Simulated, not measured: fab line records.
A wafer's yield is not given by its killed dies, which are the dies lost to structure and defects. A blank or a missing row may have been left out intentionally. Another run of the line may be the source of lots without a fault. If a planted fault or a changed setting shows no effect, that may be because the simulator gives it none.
A lot that was struck, set against a sound lot	flow sky130	26 steps out of a route of 708
Sound: the wafers L102.2, L102.3, L102.5. Struck: wafer L110.6. (L110.3, L110.5 of the same lot were not struck and are left out.) The cause comes at the end.
Order at every step that has rows: each side's tool, ch and its chambers, its first start. Under that, the readings that differ: sound wafers	struck wafers	difference of the means	sigmas: that difference in standard deviations of wafers without a fault.
alike: a reading whose means differ by less than 2 such deviations, as well as words and numbers matching on both sides. not compared: withheld readings; readings where some wafer has no value; bounds like >300 that might hide an equal value; numbers whose values overlap and for which the record gives no deviation.
The two part at a step that has a row with sigmas, a row that says differs or no value, or rows on one side only. Non-overlapping numbers with no deviation appear without sigmas and do not part them. Lack of a reading on every wafer of one side parts them only where that side has two or more wafers.

first, 6 steps without rows for these wafers: SKY_SD_N_IMPLANT_10; SKY_SD_N_STRIP_11 (strips in O2/N2); SKY_SD_N_CLEAN_13 (cleans in SC1/SC2, time 150 s); SKY_SD_N_RTA_14 (time 2 s); SKY_SALICIDE_CLEAN_00 (cleans in HF-last, time 30 s); SKY_LI_CONTACT_HDPCVD_00 (deposits PSG, target thk 930 nm, time 155 s).
SKY_LI_CONTACT_CMP_02: polishes PSG.
  sound on cmp-01 ch 0,2,3, day 31 10:25; struck on cmp-01 ch 1, day 33 16:08
reading	sound	struck	difference	sigmas
time to endpoint s (s)	30 28 30	44	+15	+5
model.PSG_of_LI_CONTACT_HDPCVD_00.thk nm (nm)	596 596.2 597.6	539.2	-57.4	
  alike: motor current A, retaining ring pressure frac
then, 9 steps without rows for these wafers: SKY_LI_CONTACT_DEHYDRATE_04 (time 60 s); SKY_LI_CONTACT_HMDS_05 (prime time 60 s); SKY_LI_CONTACT_COAT_06 (resist thk 60 nm); SKY_LI_CONTACT_COAT_07 (resist thk 450 nm); SKY_LI_CONTACT_SOFTBAKE_08 (time 90 s); SKY_LI_CONTACT_EXPOSE_09 (exposes mask LICM1, target cd 170 nm); SKY_LI_CONTACT_PEB_10; SKY_LI_CONTACT_DEVELOP_11 (develop time 60 s); SKY_LI_CONTACT_ETCH_14 (etches BARC in N2/H2, stops on SiO2, time 45.9 s, target depth 60 nm).
SKY_LI_CONTACT_ETCH_15: etches PSG in C4F8/O2/Ar, stops on Si, target depth 600 nm.
  sound on rie diel-01 ch 0,3, day 32 14:35; struck on rie diel-03 ch 2, day 34 18:56
reading	sound	struck	difference	sigmas
oes product au (a.u.)	0.833 0.836 0.835	0.785	-0.050	-10
model.etch.depth nm (nm)	596 596.2 597.6	539.2	-57.4	
model.LI_CONTACT.feature depth nm (nm)	596 596.2 597.6	539.2	-57.4	
then, 6 steps without rows for these wafers: SKY_LI_CONTACT_STRIP_16 (strips in O2/N2); SKY_LI_CONTACT_CLEAN_17 (cleans in NMP, time 600 s); SKY_LI_CONTACT_PRE_CLEAN_18 (time 5.6 s); SKY_LI_CONTACT_SPUTTER_19 (material Ti, target thk 20 nm, time 106.37 s); SKY_LI_CONTACT_SPUTTER_20 (material TiN, target thk 20 nm, time 80 s); SKY_LI_CONTACT_CVD_21 (deposits W, target thk 400 nm, time 120.56 s).
SKY_LI_CONTACT_CMP_24: polishes, stops on PSG, t overpolish 20 s, target thk 0 nm.
  sound on cmp-01 ch 0,2, day 32 15:27; struck on cmp-02 ch 3, day 34 19:55
reading	sound	struck	difference	sigmas
model.PSG_of_LI_CONTACT_HDPCVD_00.thk nm (nm)	586.5 586.7 588.2	529.8	-57.3	
  alike: motor current A, retaining ring pressure frac
then, 1 step without rows for these wafers: SKY_LOCAL_INTERCONNECT_SPUTTER_00 (material TiN, target thk 100 nm, time 83.3 s).
-- here the record skips 15 days between the struck wafers' starts before and after, leaving off in module LOCAL_INTERCONNECT and picking up in module PAD_OPEN (first step shown: number 708 of the route) --
SKY_PAD_OPEN_PROBE_99:
  sound on prober-02, day 48 15:10; struck on prober-01, day 49 23:33
reading	sound	struck	difference	sigmas
killed at other	0 0 0	1	+1	+2
model.etest.licon pdiff.rc ohm	597.1 584.9 575.3	568.3	-17.5	
model.etest.cap li to poly.c af um2	97.76 98.2 100.2	119.3	+20.6	
model.etest.licon ndiff.rc ohm	178.6 176.7 186.2	165.6	-14.9	
model.etest.licon poly.rc ohm	153.7 148.2 149.5	144.8	-5.7	
model.etest.cap li to well.c af um2	36.61 37.12 36.83	39.02	+2.17	
  alike: killed_at_M0_to_M3, killed_at_M4_up, killed at contacts, killed at front end, killed dies, killed open, killed short

## WHERE THEY PART
First at SKY_LI_CONTACT_CMP_02; last, within this record, at SKY_PAD_OPEN_PROBE_99.

WHY: what the simulator had put in
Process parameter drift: cmp-01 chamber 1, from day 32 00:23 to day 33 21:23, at SKY_LI_CONTACT_CMP_02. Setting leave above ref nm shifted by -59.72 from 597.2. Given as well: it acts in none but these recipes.
